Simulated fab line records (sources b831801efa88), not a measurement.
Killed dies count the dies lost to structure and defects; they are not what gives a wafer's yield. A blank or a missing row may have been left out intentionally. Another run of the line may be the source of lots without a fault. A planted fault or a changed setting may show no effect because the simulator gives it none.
fab line records	flow sky130
[record] lots = 11	wafers = 33	last-day = 50
route steps=708 shown VIA2@508 METAL3@536 CAPM@545 PAD_OPEN@708
lots that met no fault: taken from a fault-free run of the same line
start-h: the number of hours between the record's first day and the start of the first shown wafer of the lot	wait-h: hours from the lot's prior step to this one	" the same as in the row above	L1.1+2: one row covering several wafers at once	- value missing, or start not given	* or withheld: withheld	< > ~ a bound
route shown NAME@n: a module of which the file shows steps, and the number in the route of the first	usual: mean/standard deviation taken from wafers without a fault	same: alike in all rows	chamber/n: place in a boat	sites: each site's reading	_std_site: their standard deviation	_edge_site: the outer-site mean with the inner-site mean subtracted	radius-mm: how far each site lies from the wafer's centre	mask NAME#n: copy n	behind: the most recent tool/chamber to have shaped the wafer	hold: why the lot went on hold/how many hours it stayed there/how the hold came to an end	device: the n, p or np transistor that did not switch	end of line: the route-end tests of the same wafers	for a step that has no rows: nothing shown but its recipe	killed: dies that structure and defects cost at the first sort, which is not the same as the wafer's yield	map: a wafer's dies, marking killed ones x, the rest . and places with no die _
set.NAME: the run value of the setting; set.NAME@STEP: its run value at that earlier step	model.NAME: the simulator's own value behind a step, which no gauge read
one table for each step of the route and one row for each wafer, over a sample of lots
services: from which hour (start-h, from the record's first day; less than 0 if before it) a tool's chamber was out of use, for how many hours, and why
[[steps]]
[step SKY_VIA2_THK_MEAS_01]
[recipe] reads = SiO2_of_VIA2_HDPCVD_00
[usual] VIA2_HDPCVD_THK = 1176/13
lot.wafer	tool	chamber	start-h	wait-h	VIA2_HDPCVD_THK[nm]
L818.1	film-metro-03	-	828.85	0.1	1177
L818.2	"	-	"	"	1170
L818.5	"	-	"	"	1169
L821.1	film-metro-02	-	851.97	0.1	1185
L821.5	"	-	"	"	1167
L821.6	"	-	"	"	1179
L822.1	film-metro-03	-	861.42	0.1	1180
L822.2	"	-	"	"	1195
L822.3	"	-	"	"	1160
L823.3	film-metro-03	-	875.80	0.1	1189
L823.4	"	-	"	"	1200
L823.5	"	-	"	"	1195
L824.3	film-metro-02	-	880.34	0.1	1182
L824.5	"	-	"	"	1194
L824.6	"	-	"	"	1168
L829.2	film-metro-02	-	929.89	0.1	1172
L829.5	"	-	"	"	1201
L829.6	"	-	"	"	1171
L833.1	film-metro-03	-	944.83	0.1	1179
L833.3	"	-	"	"	1159
L833.4	"	-	"	"	1179
L834.1	film-metro-02	-	955.75	0.1	1195
L834.5	"	-	"	"	1201
L834.6	"	-	"	"	1173
L836.1	film-metro-03	-	961.21	0.1	1169
L836.2	"	-	"	"	1195
L836.4	"	-	"	"	1180
L837.2	film-metro-03	-	965.48	0.1	1184
L837.4	"	-	"	"	1173
L837.6	"	-	"	"	1163
L839.2	film-metro-03	-	982.60	0.1	1182
L839.4	"	-	"	"	1144
L839.5	"	-	"	"	1175
[step SKY_VIA2_CVD_21]
[recipe] material = W	target-thk-nm = 420	time-s = 126.4	temp-c = 400	pressure-torr = 40
[usual] heater-power-w = 957/51
lot.wafer	tool	chamber	start-h	wait-h	heater-power-w
L818.1	cvd-w-02	0	856.01	0.0	996
L818.2	"	0	"	"	979
L818.5	"	0	"	"	1027
L821.1	cvd-w-01	1	879.57	0.0	960
L821.5	"	0	"	"	865
L821.6	"	1	"	"	932
L822.1	cvd-w-01	1	888.72	0.0	955
L822.2	"	0	"	"	861
L822.3	"	1	"	"	968
L823.3	cvd-w-02	1	902.69	0.1	1039
L823.4	"	0	"	"	1046
L823.5	"	1	"	"	1049
L824.3	cvd-w-01	0	907.06	0.1	867
L824.5	"	0	"	"	876
L824.6	"	1	"	"	960
L829.2	cvd-w-02	0	955.86	0.0	983
L829.5	"	1	"	"	942
L829.6	"	0	"	"	966
L833.1	cvd-w-02	0	969.72	0.0	990
L833.3	"	0	"	"	996
L833.4	"	1	"	"	950
L834.1	cvd-w-01	0	980.91	0.0	883
L834.5	"	0	"	"	877
L834.6	"	1	"	"	970
L836.1	cvd-w-02	0	986.88	0.0	1005
L836.2	"	1	"	"	929
L836.4	"	0	"	"	980
L837.2	cvd-w-01	0	990.90	0.0	877
L837.4	"	1	"	"	967
L837.6	"	0	"	"	853
L839.2	cvd-w-01	0	1007.71	0.0	855
L839.4	"	1	"	"	944
L839.5	"	0	"	"	873
[step SKY_METAL3_SPUTTER_04]
[recipe] material = TiN	target-thk-nm = 70	power-w = 6500	time-s = 58.3	chamber-pressure-pa = 0.4
[usual] cathode-dc-power-W = 6500.1/1.1	throttle-valve-pct = 30.1/1
lot.wafer	tool	chamber	start-h	wait-h	cathode-dc-power-W	throttle-valve-pct
L818.1	pvd-sputter-03	-	856.86	0.0	6498.1	31.4
L818.2	"	-	"	"	6501.5	30.3
L818.5	"	-	"	"	6499.2	29.4
L821.1	pvd-sputter-01	-	880.34	0.0	6502.3	29.9
L821.5	"	-	"	"	6499.1	32.3
L821.6	"	-	"	"	6500.4	28.5
L822.1	pvd-sputter-02	-	889.44	0.0	6499.0	28.5
L822.2	"	-	"	"	6499.5	30.2
L822.3	"	-	"	"	6498.7	30.3
L823.3	pvd-sputter-02	-	903.36	0.0	6502.3	28.6
L823.4	"	-	"	"	6500.0	30.3
L823.5	"	-	"	"	6499.0	28.5
L824.3	pvd-sputter-03	-	907.74	0.0	6499.1	30.2
L824.5	"	-	"	"	6498.1	30.6
L824.6	"	-	"	"	6499.5	30.0
L829.2	pvd-sputter-03	-	956.69	0.0	6501.2	29.2
L829.5	"	-	"	"	6502.4	29.2
L829.6	"	-	"	"	6499.5	30.6
L833.1	pvd-sputter-02	-	970.44	0.0	6501.2	28.7
L833.3	"	-	"	"	6498.5	30.3
L833.4	"	-	"	"	6500.9	30.4
L834.1	pvd-sputter-02	-	981.63	0.0	6499.9	30.3
L834.5	"	-	"	"	6502.1	28.4
L834.6	"	-	"	"	6501.2	30.3
L836.1	pvd-sputter-02	-	987.60	0.0	6499.6	28.3
L836.2	"	-	"	"	6501.2	30.2
L836.4	"	-	"	"	6500.2	28.8
L837.2	pvd-sputter-03	-	991.62	0.0	6497.9	31.4
L837.4	"	-	"	"	6500.7	30.1
L837.6	"	-	"	"	6500.7	31.3
L839.2	pvd-sputter-01	-	1008.43	0.0	6501.3	28.1
L839.4	"	-	"	"	6500.9	32.2
L839.5	"	-	"	"	6500.6	29.9
[step SKY_CAPM_SOFTBAKE_08]
[recipe] temp-c = 90	time-s = 60	resist = NOVOLAK
[usual] exhaust-pa = 45.2/1	heater-power-total-W = 56.60/0.045	plate-temp-C = 90.01/0.12
lot.wafer	tool	chamber	start-h	wait-h	exhaust-pa	heater-power-total-W	plate-temp-C
L818.1	litho-track-01	0	871.21	0.1	44.8	56.64	89.94
L818.2	"	0	"	"	44.1	56.58	90.14
L818.5	"	0	"	"	43.5	56.50	90.05
L821.1	litho-track-02	0	893.39	0.1	47.2	56.55	90.14
L821.5	"	0	"	"	46.1	56.60	90.14
L821.6	"	0	"	"	46.1	56.64	89.85
L822.1	litho-track-01	0	902.46	0.1	45.8	62.80	96.76
L822.2	"	0	"	"	44.4	62.76	96.90
L822.3	"	0	"	"	46.4	62.65	96.83
L823.3	litho-track-02	0	915.69	0.1	45.2	56.59	90.19
L823.4	"	0	"	"	44.9	56.50	90.26
L823.5	"	0	"	"	45.6	56.58	90.03
L824.3	litho-track-01	0	921.41	0.1	47.0	62.75	96.78
L824.5	"	0	"	"	45.9	62.65	96.73
L824.6	"	0	"	"	47.3	62.69	96.88
L829.2	litho-track-04	0	968.03	0.1	44.2	56.59	90.14
L829.5	"	0	"	"	44.8	56.62	89.97
L829.6	"	0	"	"	44.7	56.63	89.95
L833.1	litho-track-02	0	982.69	0.1	45.1	56.60	89.89
L833.3	"	0	"	"	45.8	56.56	90.04
L833.4	"	0	"	"	44.8	56.60	90.19
L834.1	litho-track-04	0	993.01	0.1	43.3	56.64	90.04
L834.5	"	0	"	"	43.6	56.65	90.14
L834.6	"	0	"	"	44.9	56.62	89.99
L836.1	litho-track-04	0	1000.46	0.1	44.7	56.60	90.01
L836.2	"	0	"	"	44.9	56.63	90.01
L836.4	"	0	"	"	46.3	56.60	90.01
L837.2	litho-track-01	0	1003.69	0.1	45.3	56.55	89.98
L837.4	"	0	"	"	45.3	56.54	89.98
L837.6	"	0	"	"	45.9	56.60	90.11
L839.2	litho-track-02	0	1020.01	0.1	43.6	56.55	90.00
L839.4	"	0	"	"	44.3	56.65	90.06
L839.5	"	0	"	"	43.9	56.61	90.03
[step SKY_CAPM_STRIP_14]
[recipe] chemistry = O2/N2	power-w = 1400	pressure-mtorr = 1500	platen-temp-c = withheld	o2-flow-sccm = 3000	n2-flow-sccm = 300	overash-fraction = 0.5
[usual] drypump-motor-current-A = 5.8/0.44	oes-product-au = 0.711/0.0045	strip-time-to-endpoint-s = 12.66/0.048
lot.wafer	tool	chamber	start-h	wait-h	drypump-motor-current-A	oes-product-au	rf-hours-counter-h	strip-time-to-endpoint-s
L818.1	plasma-asher-01	0	883.35	0.1	6.2	0.708	80	12.62
L818.2	"	1	"	"	5.1	0.721	80	12.58
L818.5	"	0	"	"	6.1	0.705	-	12.63
L821.1	plasma-asher-03	0	905.47	0.1	5.4	0.702	16	12.68
L821.5	"	0	"	"	5.4	0.702	-	12.69
L821.6	"	1	"	"	6.2	0.713	-	12.69
L822.1	plasma-asher-01	0	914.50	0.1	6.2	0.711	83	12.43
L822.2	"	1	"	"	5.1	0.711	83	12.31
L822.3	"	1	"	"	5.1	0.708	-	12.35
L823.3	plasma-asher-03	0	928.98	0.1	5.4	0.712	-	12.64
L823.4	"	1	"	"	6.1	0.703	-	12.66
L823.5	"	0	"	"	5.4	0.705	-	12.67
L824.3	plasma-asher-01	1	933.76	0.1	5.1	0.710	-	12.41
L824.5	"	0	"	"	6.1	0.701	-	12.40
L824.6	"	1	"	"	5.1	0.716	-	12.42
L829.2	plasma-asher-02	1	980.40	0.1	6.2	0.715	113	12.68
L829.5	"	0	"	"	5.5	0.710	-	12.73
L829.6	"	1	"	"	6.2	0.714	-	12.74
L833.1	plasma-asher-03	1	994.17	0.1	6.2	0.712	23	12.67
L833.3	"	1	"	"	6.1	0.711	-	12.63
L833.4	"	0	"	"	5.4	0.714	-	12.65
L834.1	plasma-asher-03	0	1005.37	0.1	5.4	0.704	24	12.65
L834.5	"	1	"	"	6.2	0.705	-	12.69
L834.6	"	0	"	"	5.4	0.711	-	12.70
L836.1	plasma-asher-02	0	1011.57	0.1	5.5	0.710	117	12.72
L836.2	"	1	"	"	6.2	0.716	117	12.80
L836.4	"	0	"	"	5.5	0.720	-	12.75
L837.2	plasma-asher-01	0	1014.75	0.1	6.1	0.717	94	12.56
L837.4	"	1	"	"	5.1	0.708	-	12.61
L837.6	"	0	"	"	6.1	0.708	-	12.56
L839.2	plasma-asher-02	0	1032.47	0.1	5.5	0.711	118	12.64
L839.4	"	1	"	"	6.2	0.715	-	12.62
L839.5	"	0	"	"	5.5	0.712	-	12.69
[step SKY_PAD_OPEN_PROBE_99]
[usual] defect-limited-yield = 82.5/1.8	killed_at_M0_to_M3 = 43/6.5	killed_at_M4_up = 3/1.7	killed-at-contacts = 25/5.1	killed-at-front-end = 15/3.8	killed-at-other = 0.2/0.45	killed-dies = 86/8.8	killed-open = 47/6.7	killed-short = 39/6	sort_bin_3_pad_short = 0.9/0.46	sort_bin_5_function = 10.2/1.4	sort_bin_6_memory = 6.4/1	sort-n-pass = 406/8.8	sort-yield-pct = 82.5/1.8
[same] gross-dies = 492	killed-at-back-side = 0	sort_bin_4_leakage[%] = 0	sort_bin_8_speed[%] = 0
lot.wafer	tool	chamber	start-h	wait-h	defect-limited-yield[%]	killed_at_M0_to_M3	killed_at_M4_up	killed-at-contacts	killed-at-front-end	killed-at-other	killed-dies	killed-open	killed-short	sort_bin_3_pad_short[%]	sort_bin_5_function[%]	sort_bin_6_memory[%]	sort-n-pass	sort-yield-pct[%]
L818.1	prober-01	-	1082.93	0.1	84.6	39	1	24	12	0	76	44	32	0.4	10.2	4.9	416	84.6
L818.2	prober-01	-	1082.98	0.1	81.7	45	0	26	19	0	90	45	45	0.8	11.8	5.7	402	81.7
L818.5	prober-01	-	1083.13	0.2	83.7	46	1	24	9	0	80	51	29	0.4	10.4	5.5	412	83.7
L823.3	prober-02	-	1118.47	0.2	79.5	49	2	36	14	0	101	55	46	1.8	12.0	6.7	391	79.5
L823.4	prober-02	-	1118.52	0.2	80.9	46	6	27	14	1	94	52	42	1.4	11.4	6.3	398	80.9
L823.5	prober-02	-	1118.57	0.2	82.9	42	0	30	12	0	84	46	38	0.4	10.4	6.3	408	82.9
L833.1	prober-02	-	1169.69	0.1	83.5	36	1	30	14	0	81	46	35	1.0	9.1	6.3	411	83.5
L833.3	prober-02	-	1169.79	0.2	82.7	39	2	23	21	0	85	41	44	0.4	9.8	7.1	407	82.7
L833.4	prober-02	-	1169.84	0.2	84.3	33	5	26	13	0	77	46	31	0.6	9.8	5.3	415	84.3
L834.1	prober-02	-	1182.03	0.1	82.3	45	5	24	13	0	87	54	33	0.4	11.4	5.9	405	82.3
L834.5	prober-02	-	1182.23	0.2	83.1	36	4	23	20	0	83	44	39	0.8	10.0	6.1	409	83.1
L834.6	prober-02	-	1182.28	0.2	80.9	47	6	27	14	0	94	61	33	0.2	12.0	6.9	398	80.9
L836.1	prober-01	-	1184.48	0.1	82.7	32	3	32	17	1	85	55	30	0.4	8.3	8.5	407	82.7
L836.2	prober-01	-	1184.53	0.1	82.3	42	2	33	10	0	87	45	42	0.8	11.0	5.9	405	82.3
L836.4	prober-01	-	1184.63	0.2	82.3	39	3	30	15	0	87	53	34	0.6	11.6	5.5	405	82.3
L837.2	prober-02	-	1186.31	0.1	81.3	49	7	24	11	1	92	56	36	0.4	12.0	6.3	400	81.3
L837.4	prober-02	-	1186.41	0.2	81.7	49	5	21	14	1	90	56	34	1.0	10.4	6.9	402	81.7
L837.6	prober-02	-	1186.51	0.2	82.9	44	4	28	8	0	84	38	46	1.2	8.7	7.1	408	82.9
// killed by level:class
L818.1 VIA1:geometric-particle:open=13 CONTACT:geometric-particle:open=7 LI_CONTACT:geometric-particle:open=5 LI_CONTACT:geometric-particle:short=5 LOCAL_INTERCONNECT:geometric-particle:short=5 METAL1:geometric-particle:short=5 VIA3:geometric-particle:open=5 FIELD_ISO:geometric-particle:short=4
L818.2 CONTACT:geometric-particle:open=11 VIA1:geometric-particle:open=9 METAL1:geometric-particle:short=8 POLY_GATE:geometric-particle:short=7 LOCAL_INTERCONNECT:geometric-particle:short=7 VIA1:geometric-particle:short=6 VIA3:geometric-particle:open=6 VIA2:geometric-particle:open=6
L818.5 VIA1:geometric-particle:open=13 VIA3:geometric-particle:open=10 LOCAL_INTERCONNECT:geometric-particle:short=9 CONTACT:geometric-particle:open=8 VIA2:geometric-particle:open=6 LI_CONTACT:geometric-particle:open=6 VIA1:geometric-particle:short=4 METAL3:geometric-particle:short=3
L823.3 VIA1:geometric-particle:open=15 CONTACT:geometric-particle:open=14 CONTACT:geometric-particle:short=8 LI_CONTACT:geometric-particle:open=7 POLY_GATE:geometric-particle:short=6 VIA2:geometric-particle:open=6 METAL2:geometric-particle:short=5 METAL1:geometric-particle:short=5
L823.4 VIA1:geometric-particle:open=14 LI_CONTACT:geometric-particle:open=11 CONTACT:geometric-particle:short=6 METAL2:geometric-particle:short=6 LOCAL_INTERCONNECT:geometric-particle:short=5 CONTACT:geometric-particle:open=5 VIA2:geometric-particle:short=5 VIA2:geometric-particle:open=5
L823.5 VIA1:geometric-particle:open=13 CONTACT:geometric-particle:open=12 METAL2:geometric-particle:short=7 VIA2:geometric-particle:short=6 CONTACT:geometric-particle:short=5 VIA3:geometric-particle:open=5 VIA3:geometric-particle:short=5 LOCAL_INTERCONNECT:geometric-particle:short=4
L833.1 VIA1:geometric-particle:open=9 CONTACT:geometric-particle:open=8 VIA3:geometric-particle:open=7 LOCAL_INTERCONNECT:geometric-particle:short=7 LI_CONTACT:geometric-particle:open=6 METAL2:geometric-particle:short=6 POLY_GATE:geometric-particle:open=5 FIELD_ISO:geometric-particle:short=4
L833.3 CONTACT:geometric-particle:open=9 FIELD_ISO:geometric-particle:open=7 VIA3:geometric-particle:short=6 POLY_GATE:geometric-particle:short=5 METAL1:geometric-particle:short=5 VIA1:geometric-particle:open=5 VIA1:geometric-particle:short=5 VIA2:geometric-particle:open=5
L833.4 LI_CONTACT:geometric-particle:open=8 VIA3:geometric-particle:open=8 VIA1:geometric-particle:open=7 POLY_GATE:geometric-particle:open=5 CONTACT:geometric-particle:short=5 CONTACT:geometric-particle:open=5 METAL2:geometric-particle:short=4 LOCAL_INTERCONNECT:geometric-particle:short=4
L834.1 VIA1:geometric-particle:open=13 LI_CONTACT:geometric-particle:open=9 CONTACT:geometric-particle:open=8 VIA3:geometric-particle:open=6 POLY_GATE:geometric-particle:short=5 VIA2:geometric-particle:open=5 LI_CONTACT:geometric-particle:short=4 METAL1:geometric-particle:short=4
L834.5 CONTACT:geometric-particle:open=8 LI_CONTACT:geometric-particle:open=8 METAL1:geometric-particle:short=8 FIELD_ISO:geometric-particle:open=6 POLY_GATE:geometric-particle:open=5 LOCAL_INTERCONNECT:geometric-particle:short=5 VIA3:geometric-particle:open=5 VIA1:geometric-particle:open=5
L834.6 CONTACT:geometric-particle:open=15 VIA3:geometric-particle:open=12 VIA1:geometric-particle:open=10 METAL2:geometric-particle:short=7 LI_CONTACT:geometric-particle:open=6 METAL4:geometric-particle:short=6 FIELD_ISO:geometric-particle:open=5 VIA2:geometric-particle:open=5
L836.1 CONTACT:geometric-particle:open=12 LI_CONTACT:geometric-particle:open=11 FIELD_ISO:geometric-particle:open=7 VIA3:geometric-particle:open=7 LOCAL_INTERCONNECT:geometric-particle:short=6 VIA2:geometric-particle:open=5 FIELD_ISO:geometric-particle:short=4 VIA1:geometric-particle:short=4
L836.2 CONTACT:geometric-particle:open=12 VIA1:geometric-particle:open=9 LI_CONTACT:geometric-particle:open=8 METAL2:geometric-particle:short=7 VIA1:geometric-particle:short=6 CONTACT:geometric-particle:short=6 VIA3:geometric-particle:open=5 FIELD_ISO:geometric-particle:open=4
L836.4 VIA1:geometric-particle:open=14 LI_CONTACT:geometric-particle:open=10 CONTACT:geometric-particle:open=8 LI_CONTACT:geometric-particle:short=6 FIELD_ISO:geometric-particle:short=5 VIA3:geometric-particle:open=5 VIA2:geometric-particle:open=5 FIELD_ISO:geometric-particle:open=4
L837.2 VIA1:geometric-particle:open=18 CONTACT:geometric-particle:open=10 LI_CONTACT:geometric-particle:open=6 METAL4:geometric-particle:short=6 LI_CONTACT:geometric-particle:short=5 VIA2:geometric-particle:open=5 VIA2:geometric-particle:short=5 VIA3:geometric-particle:open=4
L837.4 VIA1:geometric-particle:open=16 CONTACT:geometric-particle:open=9 POLY_GATE:geometric-particle:open=7 METAL2:geometric-particle:short=6 METAL1:geometric-particle:short=6 LI_CONTACT:geometric-particle:open=6 VIA2:geometric-particle:open=6 VIA3:geometric-particle:open=6
L837.6 VIA1:geometric-particle:open=11 CONTACT:geometric-particle:open=9 VIA2:geometric-particle:open=7 CONTACT:geometric-particle:short=7 VIA1:geometric-particle:short=7 LOCAL_INTERCONNECT:geometric-particle:short=5 METAL1:geometric-particle:short=5 LI_CONTACT:geometric-particle:short=4
[[services]]
tool	chamber	start-h	hours	kind
plasma-asher-03	-	845.49	1.2	repair
pvd-sputter-01	-	856.58	1.7	repair
plasma-asher-02	-	868.54	19.5	repair
pvd-sputter-02	0	880.24	-	consumable-replace:kit
pvd-sputter-02	0	880.24	18.0	scheduled-down
pvd-sputter-02	0	880.24	18.0	vent-cycle
pvd-sputter-03	-	884.55	2.8	repair
cvd-w-01	-	896.78	6.9	pm
pvd-sputter-01	-	897.77	110.0	repair
cvd-w-02	-	904.00	14.0	pm
cvd-w-02	0	904.00	14.0	vent-cycle
cvd-w-02	1	904.00	14.0	vent-cycle
pvd-sputter-03	1	912.65	-	consumable-replace:kit
pvd-sputter-03	1	912.65	18.0	scheduled-down
pvd-sputter-03	1	912.65	18.0	vent-cycle
cvd-w-02	0	918.00	-	clean
cvd-w-02	1	918.00	-	clean
pvd-sputter-03	-	920.64	3.4	repair
pvd-sputter-03	-	933.30	1.5	repair
plasma-asher-03	-	951.72	15.6	pm
plasma-asher-01	-	960.62	4.3	pm
pvd-sputter-03	0	984.19	-	consumable-replace:kit
pvd-sputter-02	-	1011.12	0.8	repair
plasma-asher-03	-	1018.32	4.3	pm
[[key]]
[first-sign] step = SKY_CAPM_SOFTBAKE_08	reading = heater-power-total-W	direction = up	sigmas = 99+	usual = *	struck = *
[effect] step = SKY_CAPM_SOFTBAKE_08	reading = plate-temp-C	direction = up	sigmas = 57	usual = *	struck = *
[effect] step = SKY_CAPM_STRIP_14	reading = strip-time-to-endpoint-s	direction = down	sigmas = 5.7	usual = *	struck = *
met-at SKY_CAPM_SOFTBAKE_08
struck-lots L822,L824
not-acting-at SKY_VIA2_THK_MEAS_01,SKY_VIA2_CVD_21,SKY_METAL3_SPUTTER_04
onset-between 871.21 902.46
[fault] kind = process-parameter-drift	tool = litho-track-01	chamber = -	onset-h = 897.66	steps = SKY_CAPM_SOFTBAKE_08	channel = temp-c	offset = *	shape = step	end-h = 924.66	acts-in = *	stated = *
